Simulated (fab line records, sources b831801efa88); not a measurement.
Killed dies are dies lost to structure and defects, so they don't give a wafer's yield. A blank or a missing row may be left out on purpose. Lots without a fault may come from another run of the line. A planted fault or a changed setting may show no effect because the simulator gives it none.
A struck lot beside a sound one | flow sfq_line | 14 steps out of a route of 325
Sound: wafers L667.2, L667.3, L667.6. Struck: wafers L681.2, L681.4. The cause comes at the end.
At each step with rows: each side's tool, then ch and its chambers, then its first start. Under that, the readings that differ: sound wafers | struck wafers | difference of the means | sigmas: that difference in standard deviations of wafers without a fault.
alike: readings whose means differ by less than 2 such deviations, and words and numbers that are the same on both sides. not compared: withheld readings, readings that some wafer has no value for, bounds like >300 that may hide the same value, and numbers for which the record gives no deviation and whose values overlap.
The two part at a step that has a row with sigmas, a row that says differs or no value, or rows on one side only. Numbers that don't overlap but have no deviation are shown without sigmas and don't part them. A reading that every wafer of one side lacks parts them only if that side has two wafers or more.

first, 6 steps without rows for these wafers: SFQ_TRILAYER_M6_LITHO_COAT_164 (resist thk 62 nm); SFQ_TRILAYER_M6_LITHO_COAT_159 (resist thk 600 nm); SFQ_TRILAYER_M6_LITHO_SOFTBAKE_163; SFQ_TRILAYER_M6_LITHO_EXPOSE_160 (exposes mask M6, target cd 500 nm); SFQ_TRILAYER_M6_LITHO_PEB_162 (peb time 60 s); SFQ_TRILAYER_M6_LITHO_DEVELOP_161 (time 60 s).
SFQ_M6_OVL_MEAS_940:
  sound on overlay-01, day 69 20:25; struck on overlay-02, day 83 07:38
  alike: M6_OVL
SFQ_TRILAYER_M6_BARC_OPEN_METAL_ETCH_206: etches BARC in O2, target depth 125 nm, time 41.7 s.
  sound on rie_metal-02 ch 0,1, day 69 20:26; struck on rie_metal-04 ch 0, day 83 07:40
  alike: drypump_motor_current_A, oes_product_au
  not compared: rf_hours_counter_h
SFQ_TRILAYER_M6_ETCH_METAL_ETCH_162: etches Nb in Cl2/Ar, stops on SiO2, target depth 240 nm, time 120 s.
  sound on rie_metal-02 ch 0,1, day 69 20:30; struck on rie_metal-04 ch 0, day 83 07:43
  alike: drypump_motor_current_A, oes_product_au
  not compared: rf_hours_counter_h
SFQ_TRILAYER_M6_STRIP_STRIP_163: strips in O2.
  sound on rie_metal-02 ch 0,1, day 69 20:38; struck on rie_metal-04 ch 0, day 83 07:51
  alike: drypump_motor_current_A, oes_product_au
  not compared: rf_hours_counter_h
then, 1 step without rows for these wafers: SFQ_TRILAYER_M6_STRIP_SOLV_CLEAN_164 (cleans in NMP, time 600 s).
SFQ_TRILAYER_I6_DEP_PECVD_165: deposits SiO2 from SiH4/N2O, time 111.11 s, target thk 500 nm.
  sound on pecvd-02 ch 0,1, day 69 21:24; struck on pecvd-03 ch 1,2, day 83 08:37
  reading                                             | sound             | struck      | difference | sigmas
  run_length_s (s)                                    | 139.2 138.9 139.0 | 114.1 114.3 | -24.8      | -38
  model.SiO2_of_TRILAYER_I6_DEP_PECVD_165.thk_nm (nm) | 494.4 498.2 509.4 | 385.6 390   | -112.9     |
  alike: heater_power_outer_w, heater_power_w, throttle_valve_pct
SFQ_TRILAYER_I6_CMP_CMP_166: polishes SiO2.
  sound on cmp-02 ch 1,3, day 69 22:33; struck on cmp-01 ch 2,3, day 83 08:44
  reading                | sound       | struck  | difference | sigmas
  time_to_endpoint_s (s) | 214 227 230 | 134 145 | -84        | -10
  alike: motor_current_A
SFQ_I6_BOW_MEAS_941:
  sound on film_metro-02, day 70 01:04; struck on film_metro-02, day 83 11:46
  alike: I6_BOW

WHERE THEY PART
First at SFQ_TRILAYER_I6_DEP_PECVD_165; last, within this record, at SFQ_TRILAYER_I6_CMP_CMP_166. Later steps at which nothing parts them and some readings are alike: SFQ_I6_BOW_MEAS_941.

WHY: what the simulator had put in
Process parameter drift: pecvd-03, from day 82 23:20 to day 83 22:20, at SFQ_TRILAYER_I6_DEP_PECVD_165. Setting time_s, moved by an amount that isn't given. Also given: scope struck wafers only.
